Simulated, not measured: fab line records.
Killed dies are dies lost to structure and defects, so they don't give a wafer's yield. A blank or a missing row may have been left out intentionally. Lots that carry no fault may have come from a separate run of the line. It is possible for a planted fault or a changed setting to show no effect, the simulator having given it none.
Comparing a struck lot with a sound one ; flow sky130 ; 44 steps out of a route of 708
Sound: wafers L533.2, L533.3, L533.4. Struck: wafer L546.2 (left out: L546.1, L546.6 of the same lot, which were not struck); the cause appears at the end.
Per side, at each step with rows, come the tool, then ch with its chambers, and then its first start. Under that, the readings that differ: sound wafers ; struck wafers ; difference of the means ; sigmas: that difference in standard deviations of wafers without a fault.
alike: a reading whose means differ by less than 2 such deviations, as well as words and numbers matching on both sides. not compared: withheld readings; readings where some wafer has no value; bounds like >300 that might hide an equal value; numbers whose values overlap and for which the record gives no deviation.
Wherever a step has rows on one side only, a row that says differs or no value, or a row with sigmas, the two part there. Numbers that don't overlap but have no deviation are shown without sigmas and don't part them. A reading missing from all wafers of one side parts the sides only when that side holds two or more wafers.

first, 1 step without rows for these wafers: SKY_VIA2_SPUTTER_20 (material TiN, target thk 20 nm, time 80 s).
SKY_VIA2_CVD_21: deposits W, target thk 420 nm, time 126.4 s.
  sound on cvd_w-02 ch 0,1, day 36 23:38; struck on cvd_w-01 ch 1, day 40 22:53
  alike: heater_power_w
  not compared: since_wet_clean_h
SKY_VIA2_RS_MEAS_22: uses a four-point probe to measure.
  sound: film_metro-03 at day 36 23:47; struck: film_metro-04 at day 40 23:01
  alike: VIA2_W_RS
SKY_VIA2_THK_MEAS_23: measures by xrf.
  sound: film_metro-03 at day 36 23:54; struck: film_metro-04 at day 40 23:08
  alike: VIA2_W_THK
then, 1 step without rows for these wafers: SKY_VIA2_CMP_24 (polishes, stops on SiO2, t overpolish 20 s, target thk 0 nm).
SKY_METAL3_SPUTTER_00: material Ti, target thk 15 nm, time 10 s.
  sound: pvd_sputter-03 at day 37 00:15; struck: pvd_sputter-03 at day 40 23:29
  alike: throttle_valve_pct
then, 2 steps without rows for these wafers: SKY_METAL3_SPUTTER_01 (material TiN, target thk 20 nm, time 16.7 s); SKY_METAL3_SPUTTER_02 (material AlCu, target thk 735 nm, time 40.78 s).
SKY_METAL3_SPUTTER_03: material Ti, target thk 5 nm, time 3.3 s.
  sound: pvd_sputter-03 at day 37 00:20; struck: pvd_sputter-03 at day 40 23:35
  alike: throttle_valve_pct
SKY_METAL3_SPUTTER_04: material TiN, target thk 70 nm, time 58.3 s.
  sound: pvd_sputter-03 at day 37 00:21; struck: pvd_sputter-03 at day 40 23:36
  alike: throttle_valve_pct
then, 1 step without rows for these wafers: SKY_CAPM_CVD_00 (deposits SiO2, target thk 15.5 nm).
SKY_CAPM_THK_MEAS_01:
  sound: film_metro-01 at day 37 00:26; struck: film_metro-03 at day 40 23:40
  alike: CAPM_CVD_00_THK
SKY_CAPM_SPUTTER_02: material TiN, target thk 200 nm, time 166.7 s.
  sound: pvd_sputter-04 at day 37 00:29; struck: pvd_sputter-02 at day 40 23:44
reading;sound;struck;difference;sigmas
model.TiN_of_CAPM_SPUTTER_02.thk_nm (nm);198.9 198.9 198.5;190.6;-8.2;
  alike: throttle_valve_pct
SKY_CAPM_RS_MEAS_03: uses a four-point probe to measure.
  sound: film_metro-02 at day 37 00:37; struck: film_metro-01 at day 40 23:50
reading;sound;struck;difference;sigmas
CAPM_TIN_RS (ohm/sq);6.96 6.96 6.99;7.24;+0.27;+4
SKY_CAPM_THK_MEAS_04: measures by xrf.
  sound: film_metro-02 at day 37 00:43; struck: film_metro-01 at day 40 23:58
reading;sound;struck;difference;sigmas
CAPM_TIN_THK (nm);197.3 198.1 197.7;191.2;-6.5;-3
then, 7 steps without rows for these wafers: SKY_CAPM_DEHYDRATE_05 (time 60 s); SKY_CAPM_HMDS_06 (prime time 60 s); SKY_CAPM_COAT_07 (resist thk 1140 nm); SKY_CAPM_SOFTBAKE_08 (time 60 s); SKY_CAPM_EXPOSE_09 (exposes mask CAPM, target cd 1000 nm); SKY_CAPM_PEB_10; SKY_CAPM_DEVELOP_11 (develop time 60 s).
SKY_CAPM_OVL_MEAS_12:
  sound: overlay-01 at day 38 01:59; struck: overlay-02 at day 41 23:32
  alike: CAPM_OVL
SKY_CAPM_METAL_ETCH_13: etches TiN in Cl2/BCl3, stops on SiO2, target depth 220 nm, time 62.9 s.
  sound on rie_metal-04 ch 1, day 38 02:03; struck on rie_metal-02 ch 0, day 41 23:34
reading;sound;struck;difference;sigmas
oes_product_au (a.u.);0.936 0.936 0.933;0.917;-0.018;-3
rf_hours_counter_h (h);- - -;18;no value on the sound wafers;
model.etch.depth_nm (nm);198.9 198.9 198.5;190.6;-8.2;
model.CAPM.feature_depth_nm (nm);198.9 198.9 198.5;190.6;-8.2;
  alike: drypump_motor_current_A, throttle_valve_pct
SKY_CAPM_STRIP_14: strips in O2/N2.
  sound on plasma_asher-04 ch 0,1, day 38 02:11; struck on plasma_asher-04 ch 0, day 41 23:38
reading;sound;struck;difference;sigmas
drypump_motor_current_A (A);6.7 6.7 5.3;5.4;-0.8;-2
  alike: oes_product_au, strip_time_to_endpoint_s
  not compared: rf_hours_counter_h
then, 11 steps without rows for these wafers: SKY_CAPM_STRIP_15 (strips in post etch residue remover, time 1200 s); SKY_CAPM_CLEAN_16 (cleans in IPA, time 180 s); SKY_CAPM_CLEAN_17 (cleans in O3/DIW); SKY_METAL3_DEHYDRATE_05 (time 60 s); SKY_METAL3_HMDS_06 (prime time 60 s); SKY_METAL3_COAT_07 (resist thk 60 nm); SKY_METAL3_COAT_08 (resist thk 1140 nm); SKY_METAL3_SOFTBAKE_09 (time 90 s); SKY_METAL3_EXPOSE_10 (exposes mask MM3, target cd 300 nm); SKY_METAL3_PEB_11; SKY_METAL3_DEVELOP_12 (develop time 60 s).
SKY_METAL3_CD_MEAS_13 targets a cd of 300 nm.
  sound: cd_sem-02 at day 39 03:42; struck: cd_sem-02 at day 42 22:14
reading;sound;struck;difference;sigmas
cd_nm (nm);295.1 297.6 295.4;299.4;+3.4;+2
SKY_METAL3_OVL_MEAS_14:
  sound: overlay-02 at day 39 03:49; struck: overlay-02 at day 42 22:22
  alike: METAL3_OVL
then, 4 steps without rows for these wafers: SKY_METAL3_DESCUM_15 (chemistry O2, time 8 s); SKY_METAL3_ETCH_16 (etches BARC in N2/H2, stops on SiO2, time 88.2 s, target depth 60 nm); SKY_METAL3_ETCH_17 (etches SiO2 in C4F8/O2/Ar, stops on TiN, time 3.9 s, target depth 15 nm); SKY_METAL3_METAL_ETCH_18 (etches the open film in Cl2/BCl3, stops on SiO2, target depth 845 nm, time 183.1 s).
SKY_METAL3_STRIP_20: strips in post etch residue remover, time 1200 s.
  sound on wet_bench-01 ch 3, day 39 04:16; struck on wet_bench-02 ch 3, day 42 22:49
reading;sound;struck;difference;sigmas
model.TiN_of_CAPM_SPUTTER_02.thk_nm (nm);198 198 197.6;189.7;-8.2;
-- the record jumps here: 6 days lie between the struck wafers' starts before and after (it left off in module METAL3 and takes up again in module PAD_OPEN, whose first step shown is number 708 of the route) --
SKY_PAD_OPEN_PROBE_99:
  sound: prober-01 at day 46 08:15; struck: prober-01 at day 49 06:33
reading;sound;struck;difference;sigmas
model.etest.cap_mim.plate_ohm_sq;6.095 5.988 6.076;6.339;+0.286;
  alike: defect_limited_yield, killed_at_M0_to_M3, killed_at_M4_up, killed_at_contacts, killed_at_front_end, killed_at_other, killed_dies, killed_open, killed_short, sort_bin_3_pad_short, sort_bin_5_function, sort_bin_6_memory, sort_n_pass, sort_yield_pct

WHERE THEY PART
Last at SKY_METAL3_CD_MEAS_13 as far as this record goes, first at SKY_CAPM_RS_MEAS_03. Later steps at which nothing parts them and some readings are alike: SKY_METAL3_OVL_MEAS_14, SKY_PAD_OPEN_PROBE_99.

WHY: what the simulator had put in
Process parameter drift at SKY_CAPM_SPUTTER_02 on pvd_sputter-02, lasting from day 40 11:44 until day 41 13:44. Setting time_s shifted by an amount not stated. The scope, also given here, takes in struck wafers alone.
